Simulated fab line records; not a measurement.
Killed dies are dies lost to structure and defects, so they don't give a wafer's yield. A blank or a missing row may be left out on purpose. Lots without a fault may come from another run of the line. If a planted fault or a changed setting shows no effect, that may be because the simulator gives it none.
Matching of chambers    flow gf180mcu    GF_CONTACT_CVD_02 on pecvd-01: 3 sister chambers
The step deposits SiO2 from TEOS, target thk 860 nm, time 95.992 s. 3 wafers are shown with their chamber, then 10 later ones without.

## WAFERS PAIRED WITH THEIR CHAMBERS
wafer   chamber  heater_power_w (W)
L086.5  1        516
L094.1  0        630
L094.3  2        735

## WAFERS MISSING THEIR CHAMBER
wafer   heater_power_w (W)
L094.5  504
L095.2  774
L095.3  818
L095.4  555
L096.1  622
L096.2  631
L096.3  793
L096.4  828
L096.5  514
L096.6  499

## THE CHAMBER EACH PASSED THROUGH
wafer    from the rows above       in truth
L094.5   1                         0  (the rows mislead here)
L095.2   2                         2
L095.3   2                         2
L095.4   can't be placed: 1 or 0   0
L096.1   0                         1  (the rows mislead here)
L096.2   0                         0
L096.3   2                         2
L096.4   2                         2
L096.5   1                         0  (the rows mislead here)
L096.6   1                         1
Correctly placed: 6 of 10. From these rows, 1 cannot be placed; in 1 the true chamber is one of the candidates. 3 placed wrongly.
How it was worked out, from the rows above alone: a wafer's distance from a chamber is the root of the sum, over the readings, of the square of ((its reading less the chamber's mean) divided by the reading's scatter). If the next closest chamber is less than 2 further off than the closest, the wafer can't be placed; otherwise it belongs to the closest. The mean given for a chamber averages the wafers shown for that chamber. The scatter (one wafer shown for each chamber): square how far every hidden wafer sits from the nearest shown wafer, average those squares and take the square root.
